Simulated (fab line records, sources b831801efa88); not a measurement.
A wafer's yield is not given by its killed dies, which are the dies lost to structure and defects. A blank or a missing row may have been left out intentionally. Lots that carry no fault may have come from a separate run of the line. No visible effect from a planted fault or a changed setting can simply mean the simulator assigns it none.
Split-lot study + flow gf180mcu + 23 wafers read from 5 lots, route of 602 steps

## THE SPLIT
At GF_M2_SPUTTER_01 (material TiN, target thk 30 nm, time 25 s), the setting time s was moved away from the recipe's 25 s on 4 of the 23 wafers read, by -14.4% to -4.4%. The other wafers ran this setting at the recipe's value.

Reading taken at the split's own step.

## THE READING
TiN_of_M2_SPUTTER_01.thk nm (the simulator's own value, which no gauge read), in nm, at GF_M2_SPUTTER_01 (material TiN, target thk 30 nm, time 25 s). The file does not state a usual value for it. Here, 19 wafers ran the recipe; their average is 30.16 nm with a standard deviation of 0.4 nm.

| wafer  | tool, chamber at the split | time s as run, s | against the recipe | TiN_of_M2_SPUTTER_01.thk nm, nm | against lot-mates on the recipe |
|--------|----------------------------|------------------|--------------------|---------------------------------|---------------------------------|
| L075.2 | pvd sputter-03, -          | 25               | recipe             | 30.07                           | -                               |
| L075.3 | pvd sputter-03, -          | 25               | recipe             | 30.08                           | -                               |
| L075.4 | pvd sputter-03, -          | 25               | recipe             | 30.3                            | -                               |
| L077.1 | pvd sputter-04, -          | 25               | recipe             | 29.51                           | -                               |
| L077.2 | pvd sputter-04, -          | 25               | recipe             | 29.43                           | -                               |
| L077.3 | pvd sputter-04, -          | 25               | recipe             | 29.7                            | -                               |
| L077.4 | pvd sputter-04, -          | 25               | recipe             | 29.49                           | -                               |
| L077.6 | pvd sputter-04, -          | 25               | recipe             | 29.76                           | -                               |
| L080.2 | pvd sputter-01, -          | 25               | recipe             | 30.45                           | -                               |
| L080.3 | pvd sputter-01, -          | 25               | recipe             | 30.64                           | -                               |
| L080.4 | pvd sputter-01, -          | 25               | recipe             | 30.51                           | -                               |
| L080.5 | pvd sputter-01, -          | 25               | recipe             | 30.5                            | -                               |
| L080.6 | pvd sputter-01, -          | 25               | recipe             | 30.59                           | -                               |
| L081.1 | pvd sputter-01, -          | 25               | recipe             | 30.37                           | -                               |
| L081.2 | pvd sputter-01, -          | 25               | recipe             | 30.62                           | -                               |
| L081.3 | pvd sputter-01, -          | 25               | recipe             | 29.95                           | -                               |
| L081.5 | pvd sputter-01, -          | 23.89            | -4.4%              | 29.33                           | -0.98                           |
| L081.6 | pvd sputter-01, -          | 23.89            | -4.4%              | 29.03                           | -1.28                           |
| L082.2 | pvd sputter-01, -          | 25               | recipe             | 30.16                           | -                               |
| L082.3 | pvd sputter-01, -          | 21.41            | -14.4%             | 25.75                           | -4.59                           |
| L082.4 | pvd sputter-01, -          | 25               | recipe             | 30.44                           | -                               |
| L082.5 | pvd sputter-01, -          | 25               | recipe             | 30.41                           | -                               |
| L082.6 | pvd sputter-01, -          | 21.41            | -14.4%             | 26.16                           | -4.18                           |

THE FIT
A straight line over all 23 wafers: TiN_of_M2_SPUTTER_01.thk nm changes by +0.288 nm for each +1% of time s; r = +0.95; the points scatter about the line by 0.4 nm.
The same after taking each lot's own level away (the mean of its wafers on the recipe; 23 wafers): +0.302 nm for each +1%; r = +0.99; scatter 0.17 nm.
That fit puts the effect of the largest move of time s on the reading at 4.3 nm.
The span of the lots' own levels, 29.578 to 30.538 nm, comes to 2.4 times the standard deviation stated above.
The two slopes are in agreement: the lot-to-lot level therefore moves the slope only a little.
Check: -4.1 nm against its lot-mates is what the line predicts for one of the wafers moved furthest among these (-14.4%) when that wafer is left out of the fit. Against them it came out at -4.59 nm.

## THE OTHER SPLITS THESE WAFERS WENT THROUGH
These wafers also went through other splits before the reading. Each is held against what the fit with the lots' levels taken away leaves over:
| other split on the same wafers  | wafers away from the commonest value | r with TiN_of_M2_SPUTTER_01.thk nm (lot level and that fit taken away) |
|---------------------------------|--------------------------------------|------------------------------------------------------------------------|
| GF_M1_METAL_ETCH_16 time s      | 11                                   | +0.03                                                                  |
| GF_V1_DEVELOP_13 develop time s | 8                                    | +0.02                                                                  |

## FILE'S OWN FIT
TiN_of_M2_SPUTTER_01.thk nm changes by +0.3 nm for each +1% of time s, r = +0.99.
